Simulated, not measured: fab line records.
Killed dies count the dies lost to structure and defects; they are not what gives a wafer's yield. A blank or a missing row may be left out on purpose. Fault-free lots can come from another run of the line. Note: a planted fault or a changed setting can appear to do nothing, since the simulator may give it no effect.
The tool behind it: which one? | flow gf180mcu | 72 wafers from 24 lots sampled at 4 of the route's 602 steps

== WHAT THE GAUGES SHOWED, per wafer ==
GF_CONTACT_CD_MEAS_14 targets a cd of 220 nm. Usual: cdNm 220.2 nm, standard deviation 1.4.
lot  | measured     | on       | cdNm (nm)         | flag
L074 | day 16 08:58 | cdSem-02 | 220.0 219.9 220.6 | 
L075 | day 16 11:11 | cdSem-02 | 218.3 218.4 218.7 | 
L076 | day 16 19:02 | cdSem-01 | 221.8 221.0 221.0 | 
L077 | day 17 05:44 | cdSem-02 | 220.6 220.8 222.2 | 
L078 | day 17 12:59 | cdSem-02 | 219.2 220.7 220.4 | 
L079 | day 17 18:28 | cdSem-02 | 218.9 220.3 219.0 | 
L081 | day 18 13:18 | cdSem-02 | 220.5 221.5 219.7 | 
L080 | day 18 15:56 | cdSem-01 | 222.8 221.7 222.7 | 
L082 | day 18 19:03 | cdSem-02 | 221.0 220.7 221.1 | 
L083 | day 19 09:09 | cdSem-01 | 219.9 220.4 219.9 | 
L084 | day 19 16:20 | cdSem-02 | 222.5 221.2 223.1 | 
L085 | day 20 05:04 | cdSem-02 | 218.2 217.9 220.3 | 
L086 | day 20 12:17 | cdSem-01 | 219.7 220.0 219.5 | 
L087 | day 20 18:11 | cdSem-02 | 220.5 220.2 219.2 | 
L088 | day 21 02:53 | cdSem-01 | 219.2 219.2 219.9 | 
L089 | day 21 13:41 | cdSem-01 | 219.5 218.5 218.5 | 
L090 | day 21 17:01 | cdSem-01 | 220.0 218.2 219.0 | 
L091 | day 22 03:30 | cdSem-02 | 222.2 221.8 220.8 | 
L092 | day 22 15:01 | cdSem-01 | 220.0 218.6 219.9 | 
L093 | day 22 21:38 | cdSem-02 | 221.2 220.0 218.7 | 
L094 | day 23 02:41 | cdSem-02 | 222.9 222.6 221.9 | 
L095 | day 23 11:02 | cdSem-01 | 219.7 220.1 219.4 | 
L096 | day 23 19:30 | cdSem-01 | 220.2 220.8 221.1 | 
L097 | day 24 13:01 | cdSem-01 | 217.5 218.0 217.3 | 

GF_V1_THK_MEAS_01. Usual: for V1_CVD_00_THK the level is 602 nm and the standard deviation is 5.4.
lot  | measured     | on           | V1_CVD_00_THK (nm) | flag
L074 | day 17 08:20 | filmMetro-02 | 588 601 601        | 
L075 | day 17 10:02 | filmMetro-03 | 601 602 606        | 
L076 | day 17 18:58 | filmMetro-01 | 601 592 595        | 
L077 | day 18 06:58 | filmMetro-03 | 612 614 616        | 
L078 | day 18 14:32 | filmMetro-01 | 598 606 607        | 
L079 | day 18 20:53 | filmMetro-01 | 600 605 603        | 
L081 | day 19 15:46 | filmMetro-02 | 601 599 601        | 
L080 | day 19 17:44 | filmMetro-01 | 603 596 611        | 
L082 | day 19 21:15 | filmMetro-01 | 605 602 607        | 
L083 | day 20 11:43 | filmMetro-02 | 597 601 605        | 
L084 | day 20 19:19 | filmMetro-01 | 595 594 597        | 
L085 | day 21 07:32 | filmMetro-01 | 600 606 595        | 
L086 | day 21 14:58 | filmMetro-03 | 604 605 604        | 
L087 | day 21 20:11 | filmMetro-02 | 601 606 599        | 
L088 | day 22 04:56 | filmMetro-02 | 599 599 589        | 
L089 | day 22 15:14 | filmMetro-01 | 604 598 593        | 
L090 | day 22 18:15 | filmMetro-03 | 605 605 607        | 
L091 | day 23 04:17 | filmMetro-01 | 605 608 611        | 
L092 | day 23 16:55 | filmMetro-02 | 609 609 608        | 
L093 | day 23 22:22 | filmMetro-01 | 601 602 603        | 
L094 | day 24 03:37 | filmMetro-01 | 608 604 603        | 
L095 | day 24 11:55 | filmMetro-02 | 601 608 599        | 
L096 | day 24 20:28 | filmMetro-01 | 607 598 602        | 
L097 | day 25 12:55 | filmMetro-02 | 589 606 599        | 

== EACH LOT AND THE TOOL THAT RAN IT (in order: tool; ch and the chambers of the sampled wafers; start) ==
lot  | GF_CONTACT_CMP_04             | GF_CONTACT_SPUTTER_22
L074 | cmp-02 ch 0,1,3, day 15 10:03 | pvdSputter-01, day 16 09:33
L075 | cmp-02 ch 0,3, day 15 12:57   | pvdSputter-03, day 16 11:45
L076 | cmp-02 ch 0,1,2, day 15 20:27 | pvdSputter-01, day 16 19:40
L077 | cmp-01 ch 1,3, day 16 08:41   | pvdSputter-01, day 17 06:22
L078 | cmp-02 ch 0,1,2, day 16 15:41 | pvdSputter-02, day 17 13:37
L079 | cmp-02 ch 0,1,3, day 16 20:57 | pvdSputter-02, day 17 19:04
L081 | cmp-02 ch 1,2,3, day 17 13:38 | pvdSputter-01, day 18 14:01
L080 | cmp-01 ch 1,2,3, day 17 15:52 | pvdSputter-02, day 18 16:33
L082 | cmp-02 ch 0,1,2, day 17 19:04 | pvdSputter-03, day 18 19:39
L083 | cmp-01 ch 0,3, day 18 09:08   | pvdSputter-01, day 19 09:46
L084 | cmp-02 ch 1,2,3, day 18 16:23 | pvdSputter-01, day 19 16:58
L085 | cmp-01 ch 0,1,2, day 19 05:12 | pvdSputter-03, day 20 05:39
L086 | cmp-01 ch 0,1, day 19 11:24   | pvdSputter-01, day 20 12:55
L087 | cmp-01 ch 0,3, day 19 17:06   | pvdSputter-01, day 20 18:47
L088 | cmp-02 ch 2,3, day 20 02:53   | pvdSputter-01, day 21 03:30
L089 | cmp-02 ch 0,1,2, day 20 13:23 | pvdSputter-02, day 21 14:18
L090 | cmp-02 ch 1,2, day 20 16:26   | pvdSputter-02, day 21 17:37
L091 | cmp-01 ch 0,1,2, day 21 04:02 | pvdSputter-01, day 22 04:07
L092 | cmp-01 ch 1,2,3, day 21 15:13 | pvdSputter-02, day 22 15:37
L093 | cmp-02 ch 0,1,3, day 21 22:03 | pvdSputter-02, day 22 22:11
L094 | cmp-02 ch 2,3, day 22 03:23   | pvdSputter-02, day 23 03:18
L095 | cmp-01 ch 1,2,3, day 22 11:22 | pvdSputter-02, day 23 11:40
L096 | cmp-02 ch 0,3, day 22 20:15   | pvdSputter-03, day 23 20:11
L097 | cmp-01 ch 0,2,3, day 23 14:59 | pvdSputter-03, day 24 13:38
- GF_CONTACT_CMP_04: polishes SiO2.
- GF_CONTACT_SPUTTER_22: material Ti, target thk 15 nm, time 80.02 s.

== AS READ BY THE TOOLS THEMSELVES (means over the sampled wafers that have a number; for cases with no such wafer, the mark the record gives instead) ==
GF_CONTACT_CMP_04. Usual: motorCurrentA 12.5 A, standard deviation 0.94; timeToEndpointS 111 s, standard deviation 7.1.
lot  | tool   | motorCurrentA (A) | timeToEndpointS (s) | flag
L074 | cmp-02 | 11.7              | 116                 | 
L075 | cmp-02 | 11.6              | 118                 | 
L076 | cmp-02 | 12.0              | 119                 | 
L077 | cmp-01 | 13.7              | 113                 | 
L078 | cmp-02 | 12.0              | 116                 | 
L079 | cmp-02 | 11.6              | 120                 | 
L081 | cmp-02 | 11.9              | 118                 | 
L080 | cmp-01 | 13.4              | 109                 | 
L082 | cmp-02 | 12.3              | 115                 | 
L083 | cmp-01 | 12.6              | 109                 | 
L084 | cmp-02 | 11.7              | 107                 | 
L085 | cmp-01 | 13.4              | 114                 | 
L086 | cmp-01 | 12.9              | 116                 | 
L087 | cmp-01 | 12.8              | 117                 | 
L088 | cmp-02 | 12.8              | 109                 | 
L089 | cmp-02 | 12.2              | 102                 | 
L090 | cmp-02 | 12.0              | 101                 | 
L091 | cmp-01 | 13.7              | 107                 | 
L092 | cmp-01 | 14.2              | 118                 | 
L093 | cmp-02 | 12.0              | 107                 | 
L094 | cmp-02 | 12.2              | 104                 | 
L095 | cmp-01 | 13.6              | 102                 | 
L096 | cmp-02 | 11.5              | 108                 | 
L097 | cmp-01 | 13.3              | 108                 | 

GF_CONTACT_SPUTTER_22. Usual: cathodeDcPowerW 2500.0 W, standard deviation 0.47; throttleValvePct 29.8 %, standard deviation 1.3.
lot  | tool          | cathodeDcPowerW (W) | throttleValvePct (%) | flag
L074 | pvdSputter-01 | 2500.1              | 31.1                 | 
L075 | pvdSputter-03 | 2500.5              | 30.6                 | 
L076 | pvdSputter-01 | 2499.7              | 29.7                 | 
L077 | pvdSputter-01 | 2500.5              | 29.6                 | 
L078 | pvdSputter-02 | 2499.7              | 29.8                 | 
L079 | pvdSputter-02 | 2499.9              | 29.1                 | 
L081 | pvdSputter-01 | 2500.3              | 30.2                 | 
L080 | pvdSputter-02 | 2499.7              | 29.2                 | 
L082 | pvdSputter-03 | 2500.3              | 29.6                 | 
L083 | pvdSputter-01 | 2499.4              | 31.1                 | 
L084 | pvdSputter-01 | 2500.3              | 28.7                 | 
L085 | pvdSputter-03 | 2500.1              | 30.7                 | 
L086 | pvdSputter-01 | 2499.7              | 28.6                 | 
L087 | pvdSputter-01 | 2500.0              | 29.9                 | 
L088 | pvdSputter-01 | 2499.9              | 29.2                 | 
L089 | pvdSputter-02 | 2499.9              | 29.9                 | 
L090 | pvdSputter-02 | 2499.6              | 30.0                 | 
L091 | pvdSputter-01 | 2499.3              | 29.7                 | 
L092 | pvdSputter-02 | 2499.9              | 30.0                 | 
L093 | pvdSputter-02 | 2500.1              | 30.1                 | 
L094 | pvdSputter-02 | 2500.2              | 30.1                 | 
L095 | pvdSputter-02 | 2500.4              | 29.9                 | 
L096 | pvdSputter-03 | 2499.5              | 29.9                 | 
L097 | pvdSputter-03 | 2500.1              | 30.6                 | 

== THE ANSWER, worked out from the rows above alone ==
Rule: a lot counts as off when the mean over its wafers that have a number is more than 3 standard deviations away from the usual mean. Also off: a lot with no number at a reading for which 4 or more lots have one. All remaining lots with rows at the step are treated as sound. The gauges are gone through in route order, then the tools' own readings, and for those a lot's mean is taken as printed above. The first step at which some lot is off is used, and at that step the reading that is off furthest; a lot without a number counts as furthest.
No lot is off on any of the readings shown, so nothing can be concluded from this.

== WHAT THE SIMULATOR PUT IN ==
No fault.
